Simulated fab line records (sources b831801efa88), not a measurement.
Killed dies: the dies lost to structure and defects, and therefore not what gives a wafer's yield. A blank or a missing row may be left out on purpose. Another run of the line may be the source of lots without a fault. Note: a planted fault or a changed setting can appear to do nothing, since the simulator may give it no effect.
fab line records	flow sky130
record: lots: 6	wafers: 18	lastDay: 49
route steps=708 shown SONOS_TUNNEL@166 SONOS_ONO@168
lots that met no fault: from a run of the same line without faults
startH: hours from the record's opening day to when the first of the lot's shown wafers began	waitH: hours elapsed since this lot's preceding step	" unchanged from the row above	L1.1+2: one row covering several wafers at once	- no value, or no start was given	* or withheld: withheld	< > ~ a bound
route shown NAME@n: NAME is a module with steps in the file, n the number in the route of the first one	usual: mean/standard deviation taken from wafers without a fault	same: alike in all rows	chamber/n: place in a boat	sites: per-site readings	_std_site: standard deviation across them	_edge_site: mean of outer sites minus mean of inner sites	radiusMm: for every site, how far away it sits from the centre of the wafer	mask NAME#n: copy n	behind: the most recent tool/chamber to have shaped the wafer	hold: cause of the lot's hold/its duration in hours/its outcome	device: which transistor (n, p or np) failed to switch	end of line: at the end of the route, the tests of the same wafers	step lacking rows: just its recipe	killed: dies lost to structure and defects at the first sort, not the wafer's yield	map: a wafer's dies, marking killed ones x, the rest . and places with no die _
set.NAME: the setting the step ran with; set.NAME@STEP: the setting that earlier step ran with	model.NAME: the simulator's own value behind a step, which no gauge read
lots at some steps of the route; a table a step, a row a wafer
services: a tool's chamber out of use, with start hour (startH, from the record's first day; less than 0 if before it), hours out, and reason
== steps ==
step: SKY_SONOS_TUNNEL_TW_MEAS_12
usual: SONOS_TUNNEL_TW: 197.2/1.2
lot.wafer	tool	chamber	startH	waitH	SONOS_TUNNEL_TW
L275.2	filmMetro-04	-	266.92	0.0	195.4
L275.4	"	-	"	"	197.3
L275.6	"	-	"	"	197.1
L278.2	filmMetro-03	-	292.10	0.0	198.8
L278.3	"	-	"	"	197.9
L278.5	"	-	"	"	198.4
L282.2	filmMetro-01	-	311.45	0.0	196.3
L282.5	"	-	"	"	196.7
L282.6	"	-	"	"	196.6
L287.1	filmMetro-03	-	340.18	0.0	199.7
L287.4	"	-	"	"	199.8
L287.6	"	-	"	"	199.4
L290.3	filmMetro-04	-	370.92	0.0	197.6
L290.5	"	-	"	"	197.2
L290.6	"	-	"	"	196.7
L291.2	filmMetro-01	-	379.43	0.0	197.1
L291.4	"	-	"	"	197.8
L291.5	"	-	"	"	198.3
step: SKY_SONOS_TUNNEL_CLEAN_13
recipe: chemistry: dHF	timeS: 20	dilution: 100:1	dry: ipaMarangoni
step: SKY_SONOS_ONO_OXIDATION_00
recipe: tempC: 800	ambient: O2	idleTempC: 700	rampUpCPerMin: 10	rampDownCPerMin: 3	stabiliseS: 600	purgeS: 300	targetThkA: 26	oxTimeS: 1249
step: SKY_SONOS_ONO_THK_MEAS_01
recipe: reads: SiO2_of_SONOS_ONO_OXIDATION_00
usual: SONOS_ONO_OXIDATION_THK: 2.62/0.049
lot.wafer	tool	chamber	startH	waitH	SONOS_ONO_OXIDATION_THK[nm]
L275.2	filmMetro-03	-	268.34	0.0	2.69
L275.4	"	-	"	"	2.66
L275.6	"	-	"	"	2.58
L278.2	filmMetro-04	-	293.57	0.0	2.61
L278.3	"	-	"	"	2.65
L278.5	"	-	"	"	2.70
L282.2	filmMetro-03	-	314.90	0.0	2.58
L282.5	"	-	"	"	2.63
L282.6	"	-	"	"	2.64
L287.1	filmMetro-03	-	347.02	0.0	2.60
L287.4	"	-	"	"	2.54
L287.6	"	-	"	"	2.59
L290.3	filmMetro-04	-	372.42	0.0	2.64
L290.5	"	-	"	"	2.63
L290.6	"	-	"	"	2.61
L291.2	filmMetro-04	-	382.38	0.1	2.70
L291.4	"	-	"	"	2.62
L291.5	"	-	"	"	2.58
step: SKY_SONOS_ONO_CVD_02
recipe: material: Si3N4	precursor: DCS/NH3	targetThkNm: 10.5	tempC: 770	timeS: 180	pressureMtorr: 250
step: SKY_SONOS_ONO_THK_MEAS_03
recipe: reads: Si3N4_of_SONOS_ONO_CVD_02
usual: SONOS_ONO_CVD_02_THK: 10.47/0.16
lot.wafer	tool	chamber	startH	waitH	SONOS_ONO_CVD_02_THK[nm]
L275.2	filmMetro-03	-	271.52	0.0	10.52
L275.4	"	-	"	"	10.46
L275.6	"	-	"	"	10.49
L278.2	filmMetro-02	-	296.33	0.0	10.44
L278.3	"	-	"	"	10.44
L278.5	"	-	"	"	10.32
L282.2	filmMetro-02	-	317.68	0.0	10.48
L282.5	"	-	"	"	10.34
L282.6	"	-	"	"	10.49
L287.1	filmMetro-04	-	348.57	0.0	10.27
L287.4	"	-	"	"	10.38
L287.6	"	-	"	"	10.19
L290.3	filmMetro-03	-	374.80	0.0	10.56
L290.5	"	-	"	"	10.37
L290.6	"	-	"	"	10.54
L291.2	filmMetro-04	-	384.34	0.0	10.58
L291.4	"	-	"	"	10.44
L291.5	"	-	"	"	10.65
step: SKY_SONOS_ONO_CVD_04
recipe: material: SiO2	precursor: SiH4/N2O	targetThkNm: 5.7199	tempC: 900	pressureMtorr: 400
step: SKY_SONOS_ONO_THK_MEAS_05
recipe: reads: SiO2_of_SONOS_ONO_CVD_04
usual: SONOS_ONO_CVD_04_THK: 5.63/0.093
lot.wafer	tool	chamber	startH	waitH	SONOS_ONO_CVD_04_THK[nm]
L275.2	filmMetro-03	-	272.83	0.0	5.73
L275.4	"	-	"	"	5.78
L275.6	"	-	"	"	5.74
L278.2	filmMetro-03	-	297.64	0.0	5.63
L278.3	"	-	"	"	5.70
L278.5	"	-	"	"	5.63
L282.2	filmMetro-04	-	318.99	0.0	5.82
L282.5	"	-	"	"	5.69
L282.6	"	-	"	"	5.79
L287.1	filmMetro-03	-	349.88	0.0	5.60
L287.4	"	-	"	"	5.54
L287.6	"	-	"	"	5.70
L290.3	filmMetro-04	-	376.11	0.0	5.72
L290.5	"	-	"	"	5.66
L290.6	"	-	"	"	5.59
L291.2	filmMetro-03	-	386.28	0.0	5.62
L291.4	"	-	"	"	5.61
L291.5	"	-	"	"	5.50
step: SKY_SONOS_ONO_DEHYDRATE_06
recipe: tempC: 200	timeS: 60
step: SKY_SONOS_ONO_HMDS_07
recipe: primeTimeS: 60	primeTempC: 120
step: SKY_SONOS_ONO_COAT_08
recipe: resist: NOVOLAK	spinRpm: 3000	resistThkNm: 1140
step: SKY_SONOS_ONO_SOFTBAKE_09
recipe: tempC: 90	timeS: 60	resist: NOVOLAK
step: SKY_SONOS_ONO_EXPOSE_10
recipe: maskId: ONOM	targetCdNm: 410	na: 0.6	sourceShape: conventional	sigmaOuter: 0.6	doseMj: 150
usual: exposureDoseMJCm2: 151.75/0.16
lot.wafer	tool	chamber	startH	waitH	mask	exposureDoseMJCm2
L275.2	ilineStepper-01	0	285.69	-	ONOM#0	152.13
L275.4	"	0	"	"	ONOM#0	151.68
L275.6	"	0	"	"	ONOM#0	151.91
L278.2	ilineStepper-02	0	309.99	-	ONOM#0	151.83
L278.3	"	0	"	"	ONOM#0	151.86
L278.5	"	0	"	"	ONOM#0	151.88
L282.2	ilineStepper-02	0	332.67	-	ONOM#0	154.11
L282.5	"	0	"	"	ONOM#0	153.96
L282.6	"	0	"	"	ONOM#0	154.02
L287.1	ilineStepper-02	0	363.29	-	ONOM#0	153.69
L287.4	"	0	"	"	ONOM#0	154.09
L287.6	"	0	"	"	ONOM#0	153.42
L290.3	ilineStepper-01	0	390.32	-	ONOM#0	151.82
L290.5	"	0	"	"	ONOM#0	151.62
L290.6	"	0	"	"	ONOM#0	151.35
L291.2	ilineStepper-01	0	400.74	-	ONOM#0	151.99
L291.4	"	0	"	"	ONOM#0	152.07
L291.5	"	0	"	"	ONOM#0	151.78
step: SKY_SONOS_ONO_PEB_11
recipe: tempC: withheld	timeS: *	resist: NOVOLAK
step: SKY_SONOS_ONO_DEVELOP_12
recipe: developTimeS: 60	devTempC: 24.13
usual: resistLineTempC: 23.01/0.11
same: developTimeS: 60
lot.wafer	tool	chamber	startH	waitH	resistLineTempC	model.SONOS_ONO.cdNm
L275.2	lithoTrack-03	0	297.45	0.1	22.99	409.8
L275.4	"	0	"	"	22.80	409.4
L275.6	"	0	"	"	22.97	409.8
L278.2	lithoTrack-01	0	322.26	0.1	23.17	406
L278.3	"	0	"	"	23.23	404.4
L278.5	"	0	"	"	23.06	405.4
L282.2	lithoTrack-01	0	346.36	0.1	22.93	404.6
L282.5	"	0	"	"	22.91	403.8
L282.6	"	0	"	"	22.98	404.4
L287.1	lithoTrack-03	0	377.53	0.1	23.12	408.6
L287.4	"	0	"	"	23.00	406.3
L287.6	"	0	"	"	22.99	409.7
L290.3	lithoTrack-01	0	405.13	0.1	23.16	409.5
L290.5	"	0	"	"	23.12	407.5
L290.6	"	0	"	"	22.93	408.8
L291.2	lithoTrack-03	0	415.35	0.1	22.84	413
L291.4	"	0	"	"	22.95	408.9
L291.5	"	0	"	"	23.00	412.8
step: SKY_SONOS_ONO_CD_MEAS_13
recipe: targetCdNm: 410
usual: cdNm: 409.0/2.5
lot.wafer	tool	chamber	startH	waitH	cdNm
L275.2	cdSem-02	-	297.60	0.1	409.5
L275.4	"	-	"	"	409.3
L275.6	"	-	"	"	409.6
L278.2	cdSem-02	-	322.40	0.1	405.9
L278.3	"	-	"	"	404.2
L278.5	"	-	"	"	405.4
L282.2	cdSem-02	-	346.50	0.1	404.3
L282.5	"	-	"	"	403.9
L282.6	"	-	"	"	404.7
L287.1	cdSem-01	-	377.68	0.1	408.4
L287.4	"	-	"	"	406.5
L287.6	"	-	"	"	409.6
L290.3	cdSem-02	-	405.27	0.1	410.1
L290.5	"	-	"	"	407.5
L290.6	"	-	"	"	408.3
L291.2	cdSem-01	-	415.50	0.1	413.1
L291.4	"	-	"	"	409.0
L291.5	"	-	"	"	413.1
step: SKY_SONOS_ONO_OVL_MEAS_14
usual: SONOS_ONO_OVL: -0.8/1.2
lot.wafer	tool	chamber	startH	waitH	SONOS_ONO_OVL[nm]
L275.2	overlay-02	-	297.70	0.1	-0.7
L275.4	"	-	"	"	-1.3
L275.6	"	-	"	"	-0.6
L278.2	overlay-02	-	322.51	0.1	-2.0
L278.3	"	-	"	"	-1.4
L278.5	"	-	"	"	-2.9
L282.2	overlay-01	-	346.61	0.1	-0.7
L282.5	"	-	"	"	-1.2
L282.6	"	-	"	"	0.0
L287.1	overlay-01	-	377.80	0.1	-2.6
L287.4	"	-	"	"	-1.9
L287.6	"	-	"	"	-2.6
L290.3	overlay-02	-	405.36	0.1	0.7
L290.5	"	-	"	"	-1.2
L290.6	"	-	"	"	1.0
L291.2	overlay-01	-	415.60	0.1	-0.5
L291.4	"	-	"	"	-0.6
L291.5	"	-	"	"	-1.5
step: SKY_SONOS_ONO_ETCH_15
recipe: targetDepthNm: 19.52	chemistry: CHF3/O2	sourceW: 600	biasW: 200	pressureMtorr: 40	chf3FlowSccm: 50	O2_flow_sccm: 5	timeS: 7.8
usual: O2_flow_sccm: 5.002/0.016	chamberPressureMTorr: 40.00/0.036	drypumpMotorCurrentA: 6.0/0.38	oesProductAu: 0.998/0.0087	throttleValvePct: 8.823/0.009
lot.wafer	tool	chamber	startH	waitH	O2_flow_sccm	chamberPressureMTorr	drypumpMotorCurrentA	oesProductAu	rfHoursCounterH	throttleValvePct	model.SONOS_ONO.cdNm
L275.2	rieDiel-03	0	297.73	0.0	4.995	39.93	6.1	0.996	36	8.819	409.8
L275.4	"	3	"	"	5.028	40.01	5.7	1.012	-	8.821	409.4
L275.6	"	1	"	"	5.003	40.03	6.7	0.998	-	8.811	409.8
L278.2	rieDiel-04	0	322.54	0.0	4.967	40.00	6.1	0.985	101	8.813	406.2
L278.3	"	2	"	"	4.982	39.98	6.1	1.006	2	8.813	404.3
L278.5	"	2	"	"	5.015	39.98	6.1	0.993	-	8.822	405.3
L282.2	rieDiel-03	0	346.64	0.0	4.966	40.01	6.1	0.987	37	8.821	404.6
L282.5	"	0	"	"	4.977	39.94	6.1	1.002	-	8.829	403.9
L282.6	"	1	"	"	5.013	40.02	6.7	1.001	-	8.834	404.4
L287.1	rieDiel-01	0	377.83	0.0	4.989	40.06	6.2	1.005	5	8.824	408.6
L287.4	"	1	"	"	5.004	40.06	5.9	1.013	1	8.829	406.3
L287.6	"	2	"	"	4.975	39.99	6.4	1.011	-	8.818	409.9
L290.3	rieDiel-01	3	405.39	0.0	5.018	40.06	5.2	0.984	2	8.827	409.3
L290.5	"	3	"	"	4.972	40.04	5.2	1.003	-	8.802	407.4
L290.6	"	2	"	"	5.027	39.99	6.4	1.000	-	8.834	408.9
L291.2	rieDiel-01	0	415.63	0.0	5.025	39.99	6.2	0.990	5	8.809	413
L291.4	"	3	"	"	4.986	40.06	5.3	0.984	2	8.827	408.9
L291.5	"	1	"	"	5.017	39.99	5.9	1.004	-	8.813	412.9
step: SKY_SONOS_ONO_WET_ETCH_16
recipe: chemistry: dHF	targetDepthNm: 14	dry: n2Spin	target: SiO2	dilution: 100:1	tempC: 25	timeS: 280
== services ==
tool	chamber	startH	hours	kind
rieDiel-01	0	267.06	4.8	repair
rieDiel-01	3	271.87	-	clean
rieDiel-01	3	271.87	22.9	scheduledDown
rieDiel-01	3	271.87	22.9	ventCycle
rieDiel-03	1	272.54	-	clean
ilineStepper-02	0	275.61	-	calibration
rieDiel-01	2	276.21	3.0	repair
ilineStepper-02	-	281.66	1.7	pm
rieDiel-04	0	282.40	9.3	repair
rieDiel-01	1	294.76	-	clean
rieDiel-01	1	294.76	16.5	scheduledDown
rieDiel-01	1	294.76	16.5	ventCycle
rieDiel-04	3	295.57	22.1	repair
rieDiel-04	1	306.95	6.3	repair
ilineStepper-01	-	308.51	7.8	repair
rieDiel-03	3	308.68	2.5	repair
rieDiel-04	-	313.70	4.0	pm
rieDiel-01	-	327.79	1.6	repair
ilineStepper-01	0	336.44	-	calibration
ilineStepper-01	-	347.03	3.8	repair
ilineStepper-01	-	348.22	2.3	repair
rieDiel-01	0	352.91	5.2	repair
ilineStepper-02	-	393.96	4.3	pm
rieDiel-04	2	395.77	9.7	repair
== key ==
firstSign: step: SKY_SONOS_ONO_EXPOSE_10	reading: exposureDoseMJCm2	direction: up	sigmas: 14	usual: *	struck: *
effect none on later readings
modelEffect: step: SKY_SONOS_ONO_DEVELOP_12	value: SONOS_ONO.cdNm	without: 410	struck: 406.2
modelEffect: step: SKY_SONOS_ONO_ETCH_15	value: SONOS_ONO.cdNm	without: 410.1	struck: 406.3
metAt SKY_SONOS_ONO_EXPOSE_10
struckWafers L282.2,L282.5,L282.6,L287.1,L287.4,L287.6
sortLeftOut L287.1,L287.4,L287.6
testerLeftOut L282,L287
loopTrim: step: SKY_SONOS_ONO_EXPOSE_10	setting: dose	lots: L287
onsetBetween 309.99 332.67
fault: kind: processParameterDrift	tool: ilineStepper-02	chamber: -	onsetH: 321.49	steps: SKY_SONOS_ONO_EXPOSE_10	channel: doseMj	offset: 2.2888	shape: step	actsIn: theseRecipesOnly	stated: 150
testerLeftOut: of these lots the tester's yield and bins aren't shown, on N5 and GAA mostly nor the transistor test; their killed dies are dies lost to structure and defects alone, not to doping, threshold or leakage, so they don't give the yield
sortLeftOut: the simulated sort isn't trusted on such a fault, so these wafers' sort isn't shown, and their yield isn't known
loopTrim: a control loop set the setting to another value than it would have without faults
